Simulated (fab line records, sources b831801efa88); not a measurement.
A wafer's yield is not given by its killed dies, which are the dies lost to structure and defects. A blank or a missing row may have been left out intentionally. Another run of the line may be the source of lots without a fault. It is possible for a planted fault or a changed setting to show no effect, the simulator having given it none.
Comparing a struck lot with a sound one :: flow sky130 :: 37 out of 708 route steps
Sound: these wafers, L214.1, L214.4, L214.6. Struck: wafers L202.1, L202.6. (L202.5 of the same lot was not struck and is left out.) The cause comes at the end.
Per side, at each step with rows, come the tool, then ch with its chambers, and then its first start. Under that, the readings that differ: sound wafers :: struck wafers :: difference of the means :: sigmas: that difference in standard deviations of wafers without a fault.
alike: same words and numbers on both sides, and readings whose means sit less than 2 such deviations apart. not compared: any withheld reading, any reading some wafer has no value for, any bound like >300 that may hide the same value, and any number with overlapping values for which the record gives no deviation.
A row with sigmas, a row that says differs or no value, or rows on one side alone: a step with any of these is where the two part. When numbers do not overlap yet have no deviation, they are printed without sigmas and do not part them. A reading missing from all wafers of one side parts the sides only when that side holds two or more wafers.

first, 10 steps without rows for these wafers: SKY_VIA3_CLEAN_18 (cleans in IPA, time 180 s); SKY_VIA3_CLEAN_19 (cleans in O3/DIW); SKY_VIA3_SPUTTER_20 (material TiN, target thk 20 nm, time 80 s); SKY_VIA3_CVD_21 (deposits W, target thk 390 nm, time 117.31 s); SKY_VIA3_CMP_24 (polishes, stops on SiO2, t overpolish 20 s, target thk 0 nm); SKY_METAL4_SPUTTER_00 (material Ti, target thk 15 nm, time 10 s); SKY_METAL4_SPUTTER_01 (material TiN, target thk 20 nm, time 16.7 s); SKY_METAL4_SPUTTER_02 (material AlCu, target thk 735 nm, time 39.1 s); SKY_METAL4_SPUTTER_03 (material Ti, target thk 5 nm, time 3.3 s); SKY_METAL4_SPUTTER_04 (material TiN, target thk 70 nm, time 58.3 s).
SKY_CAP2M_CVD_00: deposits SiO2, target thk 15.5 nm.
  sound on pecvd-01 ch 0,1,2, day 45 20:56; struck on pecvd-04 ch 2, day 43 04:10
  alike: heaterPowerW
SKY_CAP2M_THK_MEAS_01:
  sound on filmMetro-02, day 45 20:58; struck on filmMetro-02, day 43 04:12
reading: CAP2M_CVD_00_THK (nm)
sound: 15.40 15.89 15.85
struck: 13.78 13.91
difference: -1.87
sigmas: -8
then, 23 steps without rows for these wafers: SKY_CAP2M_SPUTTER_02 (material TiN, target thk 200 nm, time 166.7 s); SKY_CAP2M_DEHYDRATE_05 (time 60 s); SKY_CAP2M_HMDS_06 (prime time 60 s); SKY_CAP2M_COAT_07 (resist thk 1140 nm); SKY_CAP2M_SOFTBAKE_08 (time 60 s); SKY_CAP2M_EXPOSE_09 (exposes mask CAP2M, target cd 1000 nm); SKY_CAP2M_PEB_10; SKY_CAP2M_DEVELOP_11 (develop time 60 s); SKY_CAP2M_METAL_ETCH_13 (etches TiN in Cl2/BCl3, stops on SiO2, target depth 220 nm, time 62.9 s); SKY_CAP2M_STRIP_14 (strips in O2/N2); SKY_CAP2M_STRIP_15 (strips in post etch residue remover, time 1200 s); SKY_CAP2M_CLEAN_16 (cleans in IPA, time 180 s); SKY_CAP2M_CLEAN_17 (cleans in O3/DIW); SKY_METAL4_DEHYDRATE_05 (time 60 s); SKY_METAL4_HMDS_06 (prime time 60 s); SKY_METAL4_COAT_07 (resist thk 60 nm); SKY_METAL4_COAT_08 (resist thk 1140 nm); SKY_METAL4_SOFTBAKE_09 (time 90 s); SKY_METAL4_EXPOSE_10 (exposes mask MM4, target cd 300 nm); SKY_METAL4_PEB_11; SKY_METAL4_DEVELOP_12 (develop time 60 s); SKY_METAL4_DESCUM_15 (chemistry O2, time 8 s); SKY_METAL4_ETCH_16 (etches BARC in N2/H2, stops on SiO2, time 88.2 s, target depth 60 nm).
SKY_METAL4_ETCH_17: etches SiO2 in C4F8/O2/Ar, stops on TiN, time 3.9 s, target depth 15 nm.
  sound on rieDiel-03 ch 0,3, day 47 14:48; struck on rieDiel-03 ch 0,3, day 45 01:37
reading: oesProductAu (a.u.)
sound: 0.750 0.768 0.766
struck: 0.715 0.714
difference: -0.047
sigmas: -7
  alike: biasW
  not compared: rfHoursCounterH
-- the record jumps here: 4 days lie between the struck wafers' starts before and after (it left off in module METAL4 and takes up again in module PAD_OPEN, whose first step shown is number 708 of the route) --
SKY_PAD_OPEN_PROBE_99:
  sound on prober-01, day 50 21:24; struck on prober-01, day 48 16:11
reading: model.etest.tester.sortNPass
sound: 417 399 403
struck: 317 355
difference: -70
sigmas: 

reading: model.etest.tester.sort_bin_5_pct (%)
sound: 8.943 11.18 10.57
struck: 26.42 21.95
difference: +13.95
sigmas: 

reading: model.etest.tester.sortYieldPct (%)
sound: 84.76 81.1 81.91
struck: 64.43 72.15
difference: -14.30
sigmas: 

reading: model.etest.capMim2.cFfUm2RimLessCentre
sound: 0.006414 0.02405 0.01191
struck: 0.7938 0.743
difference: +0.7543
sigmas: 

reading: model.etest.tester.sort_bin_8_pct (%)
sound: 0 0 0
struck: 2.682e-06 1.615e-08
difference: +1.349e-06
sigmas: 
  alike: defectLimitedYield, killed_at_M0_to_M3, killed_at_M4_up, killedAtContacts, killedAtFrontEnd, killedAtOther, killedDies, killedOpen, killedShort
  not compared: model.etest.tester.sort_bin_4_pct

== WHERE THEY PART ==
Last at SKY_METAL4_ETCH_17 as far as this record goes, first at SKY_CAP2M_THK_MEAS_01. Later steps at which nothing parts them and some readings are alike: SKY_PAD_OPEN_PROBE_99.

WHY: what the simulator had put in
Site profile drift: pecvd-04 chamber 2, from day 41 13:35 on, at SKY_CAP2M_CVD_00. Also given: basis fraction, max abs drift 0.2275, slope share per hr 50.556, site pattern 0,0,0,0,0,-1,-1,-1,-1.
